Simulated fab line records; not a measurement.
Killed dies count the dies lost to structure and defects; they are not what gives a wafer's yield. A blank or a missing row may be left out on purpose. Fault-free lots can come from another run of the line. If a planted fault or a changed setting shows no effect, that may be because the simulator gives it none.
What tool caused it? / flow gf180mcu / 39 wafers from 13 lots sampled at 5 of the route's 602 steps

## WHAT THE GAUGES READ, wafer by wafer
GF_M2_OVL_MEAS_15. Usual: M2_OVL 4 nm, standard deviation 5.8.
lot=L452; measured=day 19 01:19; on=overlay-02; M2_OVL (nm)=-2 -6 -3; flag=
lot=L453; measured=day 19 11:25; on=overlay-01; M2_OVL (nm)=1 -5 5; flag=
lot=L455; measured=day 20 10:47; on=overlay-01; M2_OVL (nm)=-4 -4 -3; flag=
lot=L457; measured=day 21 03:50; on=overlay-02; M2_OVL (nm)=7 5 5; flag=
lot=L460; measured=day 22 12:15; on=overlay-02; M2_OVL (nm)=-2 -2 3; flag=
lot=L462; measured=day 23 01:23; on=overlay-02; M2_OVL (nm)=10 4 9; flag=
lot=L466; measured=day 24 09:16; on=overlay-02; M2_OVL (nm)=14 3 4; flag=
lot=L472; measured=day 26 05:37; on=overlay-01; M2_OVL (nm)=-7 -4 -3; flag=
lot=L473; measured=day 26 06:16; on=overlay-01; M2_OVL (nm)=5 9 10; flag=
lot=L474; measured=day 26 17:02; on=overlay-01; M2_OVL (nm)=9 16 18; flag=
lot=L475; measured=day 27 00:10; on=overlay-01; M2_OVL (nm)=13 18 15; flag=

## EACH LOT AND THE TOOL THAT RAN IT (in order: tool; ch and the chambers of the sampled wafers; start)
lot=L452; GF_VT_IMPLANT_STRIP_20=plasma_asher-03 ch 0,1, day 6 05:49; GF_CONTACT_ETCH_17=rie_diel-01 ch 0,1, day 16 00:00; GF_CONTACT_STRIP_18=plasma_asher-02 ch 0,1, day 16 00:10; GF_M2_SPUTTER_03=pvd_sputter-03, day 18 02:10
lot=L453; GF_VT_IMPLANT_STRIP_20=plasma_asher-03 ch 0,1, day 6 09:23; GF_CONTACT_ETCH_17=rie_diel-03 ch 0,1,2, day 16 08:00; GF_CONTACT_STRIP_18=plasma_asher-04 ch 0,1, day 16 08:32; GF_M2_SPUTTER_03=pvd_sputter-03, day 18 11:34
lot=L455; GF_VT_IMPLANT_STRIP_20=plasma_asher-03 ch 0,1, day 6 22:43; GF_CONTACT_ETCH_17=rie_diel-01 ch 0,2,3, day 17 08:00; GF_CONTACT_STRIP_18=plasma_asher-04 ch 0,1, day 17 08:10; GF_M2_SPUTTER_03=pvd_sputter-03, day 19 10:25
lot=L457; GF_VT_IMPLANT_STRIP_20=plasma_asher-03 ch 0,1, day 7 15:52; GF_CONTACT_ETCH_17=rie_diel-04 ch 0,1,2, day 18 00:00; GF_CONTACT_STRIP_18=plasma_asher-04 ch 0,1, day 18 00:47; GF_M2_SPUTTER_03=pvd_sputter-03, day 20 03:44
lot=L460; GF_VT_IMPLANT_STRIP_20=plasma_asher-04 ch 0,1, day 8 14:26; GF_CONTACT_ETCH_17=rie_diel-01 ch 1,2, day 19 08:00; GF_CONTACT_STRIP_18=plasma_asher-01 ch 0,1, day 19 08:43; GF_M2_SPUTTER_03=pvd_sputter-03, day 21 12:46
lot=L462; GF_VT_IMPLANT_STRIP_20=plasma_asher-04 ch 0,1, day 9 00:46; GF_CONTACT_ETCH_17=rie_diel-04 ch 0,2,3, day 19 21:00; GF_CONTACT_STRIP_18=plasma_asher-04 ch 0,1, day 19 22:05; GF_M2_SPUTTER_03=pvd_sputter-02, day 22 01:57
lot=L466; GF_VT_IMPLANT_STRIP_20=plasma_asher-03 ch 0,1, day 10 00:20; GF_CONTACT_ETCH_17=rie_diel-01 ch 0,2,3, day 21 08:00; GF_CONTACT_STRIP_18=plasma_asher-01 ch 0,1, day 21 09:01; GF_M2_SPUTTER_03=pvd_sputter-03, day 23 11:34
lot=L468; GF_VT_IMPLANT_STRIP_20=plasma_asher-04 ch 0,1, day 10 11:37; GF_CONTACT_ETCH_17=rie_diel-01 ch 0,3, day 22 02:00; GF_CONTACT_STRIP_18=plasma_asher-02 ch 0,1, day 22 02:58; GF_M2_SPUTTER_03=-
lot=L469; GF_VT_IMPLANT_STRIP_20=plasma_asher-03 ch 0,1, day 10 17:41; GF_CONTACT_ETCH_17=rie_diel-03 ch 1,2,3, day 22 07:00; GF_CONTACT_STRIP_18=plasma_asher-02 ch 1, day 22 07:16; GF_M2_SPUTTER_03=-
lot=L472; GF_VT_IMPLANT_STRIP_20=plasma_asher-04 ch 0,1, day 11 13:15; GF_CONTACT_ETCH_17=rie_diel-03 ch 0,2,3, day 23 07:00; GF_CONTACT_STRIP_18=plasma_asher-01 ch 0,1, day 23 07:14; GF_M2_SPUTTER_03=pvd_sputter-02, day 25 08:01
lot=L473; GF_VT_IMPLANT_STRIP_20=plasma_asher-04 ch 1, day 11 17:42; GF_CONTACT_ETCH_17=rie_diel-04 ch 0,1,3, day 23 09:00; GF_CONTACT_STRIP_18=plasma_asher-04 ch 0,1, day 23 09:08; GF_M2_SPUTTER_03=pvd_sputter-04, day 25 08:37
lot=L474; GF_VT_IMPLANT_STRIP_20=plasma_asher-01 ch 0,1, day 12 00:34; GF_CONTACT_ETCH_17=rie_diel-01 ch 0,1,2, day 23 20:00; GF_CONTACT_STRIP_18=plasma_asher-01 ch 0,1, day 23 20:42; GF_M2_SPUTTER_03=pvd_sputter-04, day 25 19:56
lot=L475; GF_VT_IMPLANT_STRIP_20=plasma_asher-03 ch 0,1, day 12 08:52; GF_CONTACT_ETCH_17=rie_diel-04 ch 1,2, day 24 04:00; GF_CONTACT_STRIP_18=plasma_asher-01 ch 0,1, day 24 04:44; GF_M2_SPUTTER_03=pvd_sputter-04, day 26 03:31
- GF_VT_IMPLANT_STRIP_20: strips in O2/N2.
- GF_CONTACT_ETCH_17: etches SiO2 in C4F8/O2/Ar, stops on CoSi2, target depth 860 nm.
- GF_CONTACT_STRIP_18: strips in O2/N2.
- GF_M2_SPUTTER_03: material Ti, target thk 10 nm, time 6.7 s.

## AS READ BY THE TOOLS THEMSELVES (means over the sampled wafers that have a number; for cases with no such wafer, the mark the record gives instead)
GF_VT_IMPLANT_STRIP_20. Usual: drypump_motor_current_A 5.2 A, standard deviation 0.55; heater_power_w 321 W, standard deviation 31; oes_product_au 0.716 a.u., standard deviation 0.0043; strip_time_to_endpoint_s 12.62 s, standard deviation 0.03.
lot=L452; tool=plasma_asher-03; drypump_motor_current_A (A)=5.2; heater_power_w (W)=335; oes_product_au (a.u.)=0.717; strip_time_to_endpoint_s (s)=12.60; flag=
lot=L453; tool=plasma_asher-03; drypump_motor_current_A (A)=5.2; heater_power_w (W)=338; oes_product_au (a.u.)=0.715; strip_time_to_endpoint_s (s)=12.64; flag=
lot=L455; tool=plasma_asher-03; drypump_motor_current_A (A)=5.2; heater_power_w (W)=331; oes_product_au (a.u.)=0.719; strip_time_to_endpoint_s (s)=12.67; flag=
lot=L457; tool=plasma_asher-03; drypump_motor_current_A (A)=5.2; heater_power_w (W)=329; oes_product_au (a.u.)=0.718; strip_time_to_endpoint_s (s)=12.63; flag=
lot=L460; tool=plasma_asher-04; drypump_motor_current_A (A)=4.9; heater_power_w (W)=307; oes_product_au (a.u.)=0.713; strip_time_to_endpoint_s (s)=12.59; flag=
lot=L462; tool=plasma_asher-04; drypump_motor_current_A (A)=5.1; heater_power_w (W)=333; oes_product_au (a.u.)=0.720; strip_time_to_endpoint_s (s)=12.65; flag=
lot=L466; tool=plasma_asher-03; drypump_motor_current_A (A)=5.6; heater_power_w (W)=332; oes_product_au (a.u.)=0.719; strip_time_to_endpoint_s (s)=12.64; flag=
lot=L468; tool=plasma_asher-04; drypump_motor_current_A (A)=5.0; heater_power_w (W)=307; oes_product_au (a.u.)=0.715; strip_time_to_endpoint_s (s)=12.63; flag=
lot=L469; tool=plasma_asher-03; drypump_motor_current_A (A)=5.6; heater_power_w (W)=338; oes_product_au (a.u.)=0.717; strip_time_to_endpoint_s (s)=12.60; flag=
lot=L472; tool=plasma_asher-04; drypump_motor_current_A (A)=4.9; heater_power_w (W)=300; oes_product_au (a.u.)=0.716; strip_time_to_endpoint_s (s)=12.58; flag=
lot=L473; tool=plasma_asher-04; drypump_motor_current_A (A)=5.2; heater_power_w (W)=357; oes_product_au (a.u.)=0.718; strip_time_to_endpoint_s (s)=12.62; flag=
lot=L474; tool=plasma_asher-01; drypump_motor_current_A (A)=5.3; heater_power_w (W)=278; oes_product_au (a.u.)=0.718; strip_time_to_endpoint_s (s)=12.60; flag=
lot=L475; tool=plasma_asher-03; drypump_motor_current_A (A)=5.2; heater_power_w (W)=336; oes_product_au (a.u.)=0.715; strip_time_to_endpoint_s (s)=12.64; flag=

GF_CONTACT_ETCH_17. Usual: bias_w 1199 W, standard deviation 3.9; chamber_pressure_mTorr 40.00 mTorr, standard deviation 0.037; oes_product_au 0.815 a.u., standard deviation 0.0052.
lot=L452; tool=rie_diel-01; bias_w (W)=1200; chamber_pressure_mTorr (mTorr)=40.00; oes_product_au (a.u.)=0.817; flag=
lot=L453; tool=rie_diel-03; bias_w (W)=1200; chamber_pressure_mTorr (mTorr)=39.98; oes_product_au (a.u.)=0.819; flag=
lot=L455; tool=rie_diel-01; bias_w (W)=1198; chamber_pressure_mTorr (mTorr)=39.98; oes_product_au (a.u.)=0.811; flag=
lot=L457; tool=rie_diel-04; bias_w (W)=1201; chamber_pressure_mTorr (mTorr)=40.00; oes_product_au (a.u.)=0.815; flag=
lot=L460; tool=rie_diel-01; bias_w (W)=1200; chamber_pressure_mTorr (mTorr)=39.97; oes_product_au (a.u.)=0.814; flag=
lot=L462; tool=rie_diel-04; bias_w (W)=1202; chamber_pressure_mTorr (mTorr)=39.99; oes_product_au (a.u.)=0.819; flag=
lot=L466; tool=rie_diel-01; bias_w (W)=1198; chamber_pressure_mTorr (mTorr)=40.01; oes_product_au (a.u.)=0.813; flag=
lot=L468; tool=rie_diel-01; bias_w (W)=-; chamber_pressure_mTorr (mTorr)=-; oes_product_au (a.u.)=-; flag=OFF
lot=L469; tool=rie_diel-03; bias_w (W)=-; chamber_pressure_mTorr (mTorr)=-; oes_product_au (a.u.)=-; flag=OFF
lot=L472; tool=rie_diel-03; bias_w (W)=1201; chamber_pressure_mTorr (mTorr)=40.06; oes_product_au (a.u.)=0.816; flag=
lot=L473; tool=rie_diel-04; bias_w (W)=1200; chamber_pressure_mTorr (mTorr)=40.04; oes_product_au (a.u.)=0.816; flag=
lot=L474; tool=rie_diel-01; bias_w (W)=1196; chamber_pressure_mTorr (mTorr)=39.99; oes_product_au (a.u.)=0.819; flag=
lot=L475; tool=rie_diel-04; bias_w (W)=1201; chamber_pressure_mTorr (mTorr)=39.99; oes_product_au (a.u.)=0.816; flag=

GF_CONTACT_STRIP_18. Usual: drypump_motor_current_A 5.3 A, standard deviation 0.45; heater_power_w 315 W, standard deviation 42; oes_product_au 0.581 a.u., standard deviation 0.0046.
lot=L452; tool=plasma_asher-02; drypump_motor_current_A (A)=5.9; heater_power_w (W)=328; oes_product_au (a.u.)=0.586; flag=
lot=L453; tool=plasma_asher-04; drypump_motor_current_A (A)=5.1; heater_power_w (W)=327; oes_product_au (a.u.)=0.581; flag=
lot=L455; tool=plasma_asher-04; drypump_motor_current_A (A)=5.0; heater_power_w (W)=334; oes_product_au (a.u.)=0.582; flag=
lot=L457; tool=plasma_asher-04; drypump_motor_current_A (A)=4.9; heater_power_w (W)=303; oes_product_au (a.u.)=0.581; flag=
lot=L460; tool=plasma_asher-01; drypump_motor_current_A (A)=5.1; heater_power_w (W)=280; oes_product_au (a.u.)=0.581; flag=
lot=L462; tool=plasma_asher-04; drypump_motor_current_A (A)=4.9; heater_power_w (W)=306; oes_product_au (a.u.)=0.577; flag=
lot=L466; tool=plasma_asher-01; drypump_motor_current_A (A)=5.1; heater_power_w (W)=280; oes_product_au (a.u.)=0.583; flag=
lot=L468; tool=plasma_asher-02; drypump_motor_current_A (A)=5.9; heater_power_w (W)=337; oes_product_au (a.u.)=0.673; flag=OFF
lot=L469; tool=plasma_asher-02; drypump_motor_current_A (A)=5.5; heater_power_w (W)=393; oes_product_au (a.u.)=0.669; flag=OFF
lot=L472; tool=plasma_asher-01; drypump_motor_current_A (A)=5.3; heater_power_w (W)=292; oes_product_au (a.u.)=0.576; flag=
lot=L473; tool=plasma_asher-04; drypump_motor_current_A (A)=5.1; heater_power_w (W)=328; oes_product_au (a.u.)=0.585; flag=
lot=L474; tool=plasma_asher-01; drypump_motor_current_A (A)=5.3; heater_power_w (W)=287; oes_product_au (a.u.)=0.579; flag=
lot=L475; tool=plasma_asher-01; drypump_motor_current_A (A)=5.1; heater_power_w (W)=282; oes_product_au (a.u.)=0.581; flag=

GF_M2_SPUTTER_03. Usual: throttle_valve_pct 29.3 %, standard deviation 0.83.
lot=L452; tool=pvd_sputter-03; throttle_valve_pct (%)=29.5; flag=
lot=L453; tool=pvd_sputter-03; throttle_valve_pct (%)=29.6; flag=
lot=L455; tool=pvd_sputter-03; throttle_valve_pct (%)=29.2; flag=
lot=L457; tool=pvd_sputter-03; throttle_valve_pct (%)=28.6; flag=
lot=L460; tool=pvd_sputter-03; throttle_valve_pct (%)=28.4; flag=
lot=L462; tool=pvd_sputter-02; throttle_valve_pct (%)=29.1; flag=
lot=L466; tool=pvd_sputter-03; throttle_valve_pct (%)=29.5; flag=
lot=L472; tool=pvd_sputter-02; throttle_valve_pct (%)=29.7; flag=
lot=L473; tool=pvd_sputter-04; throttle_valve_pct (%)=29.6; flag=
lot=L474; tool=pvd_sputter-04; throttle_valve_pct (%)=28.9; flag=
lot=L475; tool=pvd_sputter-04; throttle_valve_pct (%)=29.4; flag=

## THE ANSWER, worked out from the rows above alone
Rule: a lot counts as off when the mean over its wafers that have a number is more than 3 standard deviations away from the usual mean. Also off: a lot with no number at a reading for which 4 or more lots have one. Where the step has rows for the other lots, those lots are counted as sound. After the gauges, taken in route order, come the tools' own readings; for these a lot's mean is taken, as printed above. The first step at which some lot is off is used, and at that step the reading that is off furthest; a lot without a number counts as furthest.
Off: L468, L469 (GF_CONTACT_ETCH_17, bias_w). Without a number there: L468, L469.
A tool fits if, at that step or a process step before it, it ran every lot that is off, and no sound lot after the first of them. Of those tried, none fits.

## WHAT HAD BEEN PUT IN BY THE SIMULATOR
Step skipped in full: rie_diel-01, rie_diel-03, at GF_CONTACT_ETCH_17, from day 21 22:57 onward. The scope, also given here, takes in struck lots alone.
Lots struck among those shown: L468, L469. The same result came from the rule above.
